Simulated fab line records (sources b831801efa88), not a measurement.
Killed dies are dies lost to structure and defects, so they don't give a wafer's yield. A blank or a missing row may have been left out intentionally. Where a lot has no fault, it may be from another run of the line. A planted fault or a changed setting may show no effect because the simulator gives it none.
The tool behind it: which one?    flow sky130    11 lots with 33 wafers sampled at 2 steps, on a route of 708 steps

== WHAT THE GAUGES READ, wafer by wafer ==
SKY_METAL1_THK_MEAS_06: measures by xrf. Usual: METAL1_ALCU_THK typically reads 252.0 nm, with standard deviation 2.8.
lot   measured      on             METAL1_ALCU_THK (nm)  flag
L923  day 32 13:08  film-metro-01  253.8 255.5 255.2     
L924  day 32 15:33  film-metro-02  244.2 250.0 253.9     
L925  day 32 16:39  film-metro-03  256.2 254.4 251.3     
L930  day 34 18:05  film-metro-03  256.2 261.1 252.2     
L931  day 34 21:11  film-metro-01  252.4 255.1 250.7     
L932  day 35 06:10  film-metro-03  249.4 247.8 252.0     
L933  day 35 09:40  film-metro-03  253.6 251.8 253.9     
L936  day 36 12:50  film-metro-02  251.3 252.4 251.7     
L941  day 37 18:01  film-metro-02  251.7 253.1 249.6     
L942  day 38 02:57  film-metro-01  251.9 255.5 251.7     
L944  day 38 23:35  film-metro-03  253.0 252.0 252.2     

== WHAT TOOL EACH LOT RAN ON (gives the tool, then ch and the chambers of the sampled wafers, and finally the start) ==
lot   SKY_CONTACT_ETCH_18
L923  rie-diel-01 ch 0,1, day 32 13:08 or earlier
L924  rie-diel-03 ch 1,2, day 32 15:33 or earlier
L925  rie-diel-03 ch 0,1,3, day 32 16:39 or earlier
L930  rie-diel-04 ch 0,1,2, day 34 18:05 or earlier
L931  rie-diel-01 ch 0,1,3, day 34 21:11 or earlier
L932  rie-diel-04 ch 0,2, day 35 06:10 or earlier
L933  rie-diel-01 ch 2,3, day 35 09:40 or earlier
L936  rie-diel-04 ch 2,3, day 36 12:50 or earlier
L941  rie-diel-03 ch 1,3, day 37 18:01 or earlier
L942  rie-diel-01 ch 0,2,3, day 38 02:57 or earlier
L944  rie-diel-03 ch 0,2, day 38 23:35 or earlier
- SKY_CONTACT_ETCH_18: etches Si3N4 in CHF3/O2, stops on TiN, time 39 s, target depth 75 nm.

== WHAT THE TOOLS THEMSELVES READ (means of the sampled wafers that have a number; where no wafer has one, the mark that the record gives instead) ==
SKY_CONTACT_ETCH_18. Usual: drypump-motor-current-A 5.7 A, standard deviation 0.39; oes-product-au 0.856 a.u., standard deviation 0.008; throttle-valve-pct 8.791 %, standard deviation 0.0082.
lot   tool         drypump-motor-current-A (A)  oes-product-au (a.u.)  throttle-valve-pct (%)  flag
L923  rie-diel-01  5.7                          0.853                  8.788                   
L924  rie-diel-03  5.9                          0.862                  8.798                   
L925  rie-diel-03  5.9                          0.856                  8.791                   
L930  rie-diel-04  5.4                          0.862                  8.797                   
L931  rie-diel-01  5.9                          0.853                  8.791                   
L932  rie-diel-04  5.5                          0.856                  8.790                   
L933  rie-diel-01  5.6                          0.862                  8.795                   
L936  rie-diel-04  5.2                          0.854                  8.789                   
L941  rie-diel-03  6.3                          0.854                  8.791                   
L942  rie-diel-01  5.7                          0.858                  8.790                   
L944  rie-diel-03  5.6                          0.859                  8.793                   

== THE ANSWER, worked out from the rows above alone ==
Rule: a lot is off if the mean of its wafers that have a number lies more than 3 standard deviations from the usual mean. Also off: a lot with no number at a reading for which 4 or more lots have one. Any other lot the step has rows for is counted as sound. Order of review: gauges by route order, followed by the tools' own readings, for which a lot's mean as printed above is used. At the first step where some lot is off, the reading lying furthest off is the one used; lots without a number count as furthest.
No lot is off on any of the readings shown, so nothing can be concluded from this.

== WHAT THE SIMULATOR HAD PUT IN ==
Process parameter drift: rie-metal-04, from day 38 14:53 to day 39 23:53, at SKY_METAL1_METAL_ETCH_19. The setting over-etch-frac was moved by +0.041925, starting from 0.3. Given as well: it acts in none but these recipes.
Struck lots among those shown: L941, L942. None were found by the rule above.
